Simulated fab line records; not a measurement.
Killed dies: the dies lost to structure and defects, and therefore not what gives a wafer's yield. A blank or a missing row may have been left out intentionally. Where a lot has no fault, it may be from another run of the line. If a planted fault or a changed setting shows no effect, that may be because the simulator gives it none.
Which tool is to blame? | flow gf180mcu | 21 wafers sampled from 7 lots at 1 step of a route of 602

## WHAT THE GAUGES READ, wafer by wafer
GF_STI_CD_MEAS_12: target cd 220 nm.
lot  | measured    | on        | cd_nm (nm)
L822 | day 2 21:18 | cd_sem-01 | 222.0 221.1 221.1
L825 | day 3 19:22 | cd_sem-02 | 220.2 219.1 220.3
L827 | day 4 01:46 | cd_sem-01 | 220.2 221.2 219.7
L829 | day 4 10:17 | cd_sem-02 | 221.7 222.1 222.1
L833 | day 5 06:35 | cd_sem-02 | 219.8 220.7 220.1
L835 | day 5 16:35 | cd_sem-01 | 220.1 219.8 220.3
L837 | day 6 05:55 | cd_sem-01 | 218.3 219.4 219.7

## TOOL THAT RAN EACH LOT (tool first, then ch and the chambers of the sampled wafers, then the start)
The record holds no process step before these readings.

## THE ANSWER, worked out from the rows above alone
Rule: the lots themselves supply what counts as usual. Put in order of their means at a reading, lots are off if they are a third of the lots or fewer, leave a main group of 4 or more, and stand apart from it by a gap of 3 or more times the standard deviation of the main group's means; of several such gaps the widest counts. Not used: any main group whose means are identical at the precision the tables above print for the reading. A lot without any number at a reading at which 4 lots or more have one is off too. Any other lot the step has rows for is counted as sound.
None of the lots is off at any reading shown; this tells nothing.

## WHAT THE SIMULATOR PUT IN
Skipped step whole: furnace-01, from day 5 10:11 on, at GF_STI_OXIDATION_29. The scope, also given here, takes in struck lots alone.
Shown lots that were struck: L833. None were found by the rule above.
